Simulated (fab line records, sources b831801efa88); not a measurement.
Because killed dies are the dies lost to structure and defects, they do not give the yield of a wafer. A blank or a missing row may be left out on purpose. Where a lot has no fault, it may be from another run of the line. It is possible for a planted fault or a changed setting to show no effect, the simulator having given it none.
fab line records ; flow gf180mcu
record lots=5; wafers=15; last_day=34
route steps=602 shown SAB@277 SALICIDE@278
lots untouched by any fault: they come from a run of this same line in which no faults occurred
start_h: hours from the record's first day to the start of the lot's first wafer shown ; wait_h: how many hours have passed since the lot's step before this one ; " same as the row above ; L1.1+2: a row that stands for several wafers ; - no value present, or no start provided ; * or withheld: withheld ; < > ~ a bound
route shown NAME@n: names a module that has steps shown in the file, with the first one's number in the route ; usual: average and standard deviation across the fault-free wafers ; same: alike in all rows ; chamber/n: place in a boat ; sites: per-site readings ; _std_site: the standard deviation of these ; _edge_site: inner sites' mean taken away from outer sites' mean ; radius_mm: for every site, how far away it sits from the centre of the wafer ; mask NAME#n: copy n ; behind: the most recent tool/chamber to have shaped the wafer ; hold: what put the lot on hold/how long, in hours/how the hold closed ; device: names the non-switching transistor (n, p or np) ; end of line: tests of these same wafers at the route's end ; a step without rows: its recipe alone ; killed: not the wafer's yield, but the dies lost to structure and defects at the first sort ; map: dies across one wafer; x = killed, . = not, _ = none there
set.NAME: the setting the step ran with; set.NAME@STEP: the setting that earlier step ran with ; model.NAME: the simulator's own value behind a step, which no gauge read
lots at some steps of the route; a table a step, a row a wafer
services: when a tool's chamber went out of use (start_h, in hours from the record's first day, below 0 if earlier), for how many hours, and the reason
## steps
# step GF_SAB_STRIP_13
# recipe chemistry=O2/N2; power_w=1400; pressure_mtorr=1500; platen_temp_c=250; o2_flow_sccm=3000; n2_flow_sccm=300; overash_fraction=0.5
# usual drypump_motor_current_A=5.8/0.41; heater_power_w=339/33; oes_product_au=0.709/0.0044; strip_time_to_endpoint_s=12.61/0.031
lot.wafer;tool;chamber;start_h;wait_h;drypump_motor_current_A;heater_power_w;oes_product_au;rf_hours_counter_h;strip_time_to_endpoint_s
L074.3;plasma_asher-02;1;346.70;0.0;5.5;387;0.705;-;12.59
L074.4;plasma_asher-02;0;346.70;0.0;5.7;324;0.710;-;12.56
L074.6;plasma_asher-02;1;346.70;0.0;5.5;384;0.709;-;12.57
L076.2;plasma_asher-01;1;362.31;0.0;5.8;307;0.711;72;12.62
L076.4;plasma_asher-01;1;362.31;0.0;5.8;314;0.710;-;12.62
L076.6;plasma_asher-01;1;362.31;0.0;5.8;306;0.711;-;12.60
L092.2;plasma_asher-01;0;495.79;0.0;6.5;366;0.712;7;12.65
L092.5;plasma_asher-01;0;495.79;0.0;6.5;368;0.708;-;12.65
L092.6;plasma_asher-01;1;495.79;0.0;5.8;307;0.716;-;12.63
L094.3;plasma_asher-01;1;508.63;0.0;5.9;311;0.714;-;12.63
L094.4;plasma_asher-01;0;508.63;0.0;6.5;357;0.713;-;12.59
L094.6;plasma_asher-01;1;508.63;0.0;5.8;319;0.711;-;12.65
L097.1;plasma_asher-02;0;540.64;0.0;5.7;320;0.709;79;12.58
L097.3;plasma_asher-02;1;540.64;0.0;5.4;375;0.711;-;12.65
L097.4;plasma_asher-02;0;540.64;0.0;5.7;318;0.712;-;12.60
# step GF_SALICIDE_CLEAN_00
# recipe chemistry=SC1/SC2; mix=1:4:20; temp_c=70; time_s=150
# usual bath_heat_duty_pct=13.5/1.2
lot.wafer;tool;chamber;start_h;wait_h;bath_heat_duty_pct
L074.3;wet_bench-02;0;346.76;0.0;14.3
L074.4;wet_bench-02;0;346.76;0.0;14.9
L074.6;wet_bench-02;0;346.76;0.0;13.9
L076.2;wet_bench-04;2;362.41;0.1;14.2
L076.4;wet_bench-04;2;362.41;0.1;13.2
L076.6;wet_bench-04;2;362.41;0.1;13.5
L092.2;wet_bench-04;3;495.89;0.1;13.9
L092.5;wet_bench-04;3;495.89;0.1;12.5
L092.6;wet_bench-04;3;495.89;0.1;11.8
L094.3;wet_bench-02;3;508.70;0.0;12.1
L094.4;wet_bench-02;3;508.70;0.0;12.7
L094.6;wet_bench-02;3;508.70;0.0;12.8
L097.1;wet_bench-02;1;540.74;0.1;14.5
L097.3;wet_bench-02;1;540.74;0.1;15.3
L097.4;wet_bench-02;1;540.74;0.1;15.7
# step GF_SALICIDE_WET_ETCH_01
# recipe chemistry=dHF; target_depth_nm=5; dry=ipa_marangoni; target=SiO2; temp_c=25; dilution=100:1; time_s=100
# usual bath_heat_duty_pct=6.4/0.64
lot.wafer;tool;chamber;start_h;wait_h;bath_heat_duty_pct
L074.3;wet_bench-01;1;346.82;0.0;7.7
L074.4;wet_bench-01;1;346.82;0.0;6.5
L074.6;wet_bench-01;1;346.82;0.0;7.5
L076.2;wet_bench-02;3;362.46;0.0;6.3
L076.4;wet_bench-02;3;362.46;0.0;5.7
L076.6;wet_bench-02;3;362.46;0.0;5.1
L092.2;wet_bench-04;1;495.94;0.0;7.2
L092.5;wet_bench-04;1;495.94;0.0;6.6
L092.6;wet_bench-04;1;495.94;0.0;7.4
L094.3;wet_bench-04;0;508.75;0.0;6.9
L094.4;wet_bench-04;0;508.75;0.0;6.2
L094.6;wet_bench-04;0;508.75;0.0;7.0
L097.1;wet_bench-01;3;540.80;0.0;6.3
L097.3;wet_bench-01;3;540.80;0.0;6.3
L097.4;wet_bench-01;3;540.80;0.0;6.9
# step GF_SALICIDE_SPUTTER_02
# recipe material=Co; target_thk_nm=10; power_w=1000; time_s=20; chamber_pressure_pa=0.4
# usual throttle_valve_pct=30.2/0.93
lot.wafer;tool;chamber;start_h;wait_h;throttle_valve_pct
L074.3;pvd_sputter-01;-;346.85;0.0;31.3
L074.4;pvd_sputter-01;-;346.85;0.0;31.6
L074.6;pvd_sputter-01;-;346.85;0.0;28.0
L076.2;pvd_sputter-01;-;362.50;0.0;28.2
L076.4;pvd_sputter-01;-;362.50;0.0;29.4
L076.6;pvd_sputter-01;-;362.50;0.0;31.4
L092.2;pvd_sputter-02;-;495.98;0.0;30.6
L092.5;pvd_sputter-02;-;495.98;0.0;29.4
L092.6;pvd_sputter-02;-;495.98;0.0;31.0
L094.3;pvd_sputter-04;-;508.83;0.0;29.0
L094.4;pvd_sputter-04;-;508.83;0.0;29.9
L094.6;pvd_sputter-04;-;508.83;0.0;30.2
L097.1;pvd_sputter-02;-;540.83;0.0;29.9
L097.3;pvd_sputter-02;-;540.83;0.0;30.9
L097.4;pvd_sputter-02;-;540.83;0.0;30.5
# step GF_SALICIDE_SPUTTER_03
# recipe material=TiN; target_thk_nm=20; power_w=6500; time_s=16.7; chamber_pressure_pa=0.4
# usual throttle_valve_pct=30.2/0.91
lot.wafer;tool;chamber;start_h;wait_h;throttle_valve_pct
L074.3;pvd_sputter-01;-;346.88;0.0;31.4
L074.4;pvd_sputter-01;-;346.88;0.0;31.5
L074.6;pvd_sputter-01;-;346.88;0.0;27.9
L076.2;pvd_sputter-01;-;362.53;0.0;28.4
L076.4;pvd_sputter-01;-;362.53;0.0;29.2
L076.6;pvd_sputter-01;-;362.53;0.0;31.5
L092.2;pvd_sputter-02;-;496.01;0.0;30.5
L092.5;pvd_sputter-02;-;496.01;0.0;30.0
L092.6;pvd_sputter-02;-;496.01;0.0;31.1
L094.3;pvd_sputter-04;-;508.86;0.0;29.1
L094.4;pvd_sputter-04;-;508.86;0.0;30.3
L094.6;pvd_sputter-04;-;508.86;0.0;30.4
L097.1;pvd_sputter-02;-;540.86;0.0;29.4
L097.3;pvd_sputter-02;-;540.86;0.0;30.8
L097.4;pvd_sputter-02;-;540.86;0.0;30.5
# step GF_SALICIDE_RS_MEAS_04
# recipe thk_meas_gauge=four-point-probe; reads=TiN_of_SALICIDE_SPUTTER_03+Co_of_SALICIDE_SPUTTER_02
# usual SALICIDE_TIN_RS=16.44/0.3
lot.wafer;tool;chamber;start_h;wait_h;SALICIDE_TIN_RS[ohm/sq]
L074.3;film_metro-04;-;346.95;0.1;16.39
L074.4;film_metro-04;-;346.95;0.1;16.18
L074.6;film_metro-04;-;346.95;0.1;15.99
L076.2;film_metro-04;-;362.57;0.0;16.44
L076.4;film_metro-04;-;362.57;0.0;16.58
L076.6;film_metro-04;-;362.57;0.0;16.85
L092.2;film_metro-03;-;496.05;0.0;16.19
L092.5;film_metro-03;-;496.05;0.0;16.52
L092.6;film_metro-03;-;496.05;0.0;16.71
L094.3;film_metro-01;-;508.92;0.1;16.73
L094.4;film_metro-01;-;508.92;0.1;17.14
L094.6;film_metro-01;-;508.92;0.1;16.87
L097.1;film_metro-04;-;540.89;0.0;16.72
L097.3;film_metro-04;-;540.89;0.0;16.55
L097.4;film_metro-04;-;540.89;0.0;16.06
# step GF_SALICIDE_THK_MEAS_05
# recipe thk_meas_gauge=xrf; reads=TiN_of_SALICIDE_SPUTTER_03
# usual SALICIDE_TIN_THK=20.11/0.26
lot.wafer;tool;chamber;start_h;wait_h;SALICIDE_TIN_THK[nm]
L074.3;film_metro-04;-;347.05;0.1;20.27
L074.4;film_metro-04;-;347.05;0.1;20.33
L074.6;film_metro-04;-;347.05;0.1;20.41
L076.2;film_metro-04;-;362.68;0.1;20.21
L076.4;film_metro-04;-;362.68;0.1;20.29
L076.6;film_metro-04;-;362.68;0.1;20.32
L092.2;film_metro-03;-;496.16;0.1;20.16
L092.5;film_metro-03;-;496.16;0.1;20.08
L092.6;film_metro-03;-;496.16;0.1;20.13
L094.3;film_metro-01;-;509.02;0.1;19.73
L094.4;film_metro-01;-;509.02;0.1;19.33
L094.6;film_metro-01;-;509.02;0.1;19.52
L097.1;film_metro-04;-;541.01;0.1;20.34
L097.3;film_metro-04;-;541.01;0.1;20.32
L097.4;film_metro-04;-;541.01;0.1;20.30
# step GF_SALICIDE_RTA_06
# recipe temp_c=530; time_s=30; ambient=N2
# usual anneal_temp_c_max=532.6/0.89; lamp_power_pct=6.0/0.46; wafer_temp_C_max=532.2/0.7
lot.wafer;tool;chamber;start_h;wait_h;anneal_temp_c_max;lamp_power_pct;wafer_temp_C_max
L074.3;rtp_anneal-01;0;347.12;0.1;532.8;5.5;533.2
L074.4;rtp_anneal-01;0;347.12;0.1;533.2;5.5;533.9
L074.6;rtp_anneal-01;0;347.12;0.1;533.8;5.5;532.6
L076.2;rtp_anneal-01;0;362.75;0.1;533.6;5.5;532.9
L076.4;rtp_anneal-01;0;362.75;0.1;534.2;5.5;532.1
L076.6;rtp_anneal-01;0;362.75;0.1;534.0;5.5;532.3
L092.2;rtp_anneal-02;0;496.23;0.1;532.0;6.4;531.8
L092.5;rtp_anneal-02;0;496.23;0.1;532.3;6.4;531.3
L092.6;rtp_anneal-02;0;496.23;0.1;532.5;6.4;531.3
L094.3;rtp_anneal-01;0;509.10;0.1;533.1;5.5;532.6
L094.4;rtp_anneal-01;0;509.10;0.1;534.0;5.5;532.4
L094.6;rtp_anneal-01;0;509.10;0.1;534.2;5.5;533.7
L097.1;rtp_anneal-02;0;541.07;0.1;531.8;6.4;531.1
L097.3;rtp_anneal-02;0;541.07;0.1;532.2;6.4;532.6
L097.4;rtp_anneal-02;0;541.07;0.1;531.9;6.4;530.9
## services
tool;chamber;start_h;hours;kind
pvd_sputter-04;0;330.45;-;consumable_replace:kit
pvd_sputter-04;0;330.45;18.0;scheduled_down
plasma_asher-02;-;340.45;2.7;repair
pvd_sputter-04;-;344.15;6.3;repair
pvd_sputter-04;-;345.39;3.0;repair
pvd_sputter-02;-;356.47;1.5;repair
plasma_asher-02;-;380.05;0.6;repair
plasma_asher-02;-;382.30;1.6;repair
pvd_sputter-02;-;418.40;2.2;repair
plasma_asher-01;-;421.25;9.0;pm
plasma_asher-01;0;421.25;9.0;vent_cycle
plasma_asher-01;1;421.25;9.0;vent_cycle
pvd_sputter-02;3;424.07;-;consumable_replace:kit
pvd_sputter-02;3;424.07;18.0;scheduled_down
pvd_sputter-02;3;424.07;18.0;vent_cycle
plasma_asher-01;0;430.25;-;clean
plasma_asher-01;1;430.25;-;clean
pvd_sputter-01;0;457.66;-;consumable_replace:kit
pvd_sputter-01;0;457.66;18.0;scheduled_down
pvd_sputter-01;0;457.66;18.0;vent_cycle
plasma_asher-01;-;511.69;2.8;pm
pvd_sputter-04;-;516.42;2.7;repair
pvd_sputter-02;-;520.89;0.6;repair
wet_bench-04;-;539.68;2.4;repair
## key
fault none
